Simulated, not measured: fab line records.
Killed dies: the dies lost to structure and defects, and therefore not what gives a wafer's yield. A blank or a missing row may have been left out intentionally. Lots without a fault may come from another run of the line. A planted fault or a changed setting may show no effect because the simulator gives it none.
The tool behind it: which one? -- flow sky130 -- Sampling: 7 lots, 21 wafers, 2 of 708 route steps

WHAT THE GAUGES SHOWED, per wafer
SKY_RES_XHIGH_TW_MEAS_09.
lot,measured,on,RES_XHIGH_TW
L852,day 26 23:20,film metro-02,1645 1640 1643
L855,day 27 17:47,film metro-01,1651 1653 1648
L858,day 29 06:07,film metro-01,1639 1650 1638
L861,day 29 22:59,film metro-03,1634 1628 1633
L863,day 30 12:35,film metro-02,1656 1637 1636
L866,day 31 13:40,film metro-02,1634 1639 1631
L871,day 33 14:08,film metro-01,30 30 31

TOOL THAT RAN EACH LOT (tool first, then ch and the chambers of the sampled wafers, then the start)
lot,SKY_RES_XHIGH_DEVELOP_06
L852,"litho track-02 ch 0, day 26 22:56"
L855,"litho track-02 ch 0, day 27 17:23"
L858,"litho track-01 ch 0, day 29 05:43"
L861,"litho track-02 ch 0, day 29 22:37"
L863,"litho track-02 ch 0, day 30 12:11"
L866,"litho track-03 ch 0, day 31 13:17"
L871,"litho track-02 ch 0, day 33 13:44"
- SKY_RES_XHIGH_DEVELOP_06: develop time 60 s.

THE ANSWER, worked out from the rows above alone
Rule: the usual values come from the lots themselves. The widest of any qualifying gaps counts: lots, ordered by their means at a reading, are off when they make up no more than a third of the lots, leave a main group of 4 or more, and stand apart from it by 3 or more times the standard deviation of that group's means. The tables above print the reading to a certain number of digits; a main group whose means all agree to those digits is not used. A lot without any number at a reading at which 4 lots or more have one is off too. Where the step has rows for the other lots, those lots are counted as sound.
Off: at SKY_RES_XHIGH_TW_MEAS_09 (RES_XHIGH_TW), L871. The main group: mean 1641, standard deviation 6.2.
A tool fits if, at a process step before that reading, it ran every lot that is off, and no sound lot after the first of them. The gauges at SKY_RES_XHIGH_TW_MEAS_09 are tried like those tools. Can't be told from this: 2 tools fit, litho track-02 at SKY_RES_XHIGH_DEVELOP_06, film metro-01 at SKY_RES_XHIGH_TW_MEAS_09.

WHAT WAS PUT IN BY THE SIMULATOR
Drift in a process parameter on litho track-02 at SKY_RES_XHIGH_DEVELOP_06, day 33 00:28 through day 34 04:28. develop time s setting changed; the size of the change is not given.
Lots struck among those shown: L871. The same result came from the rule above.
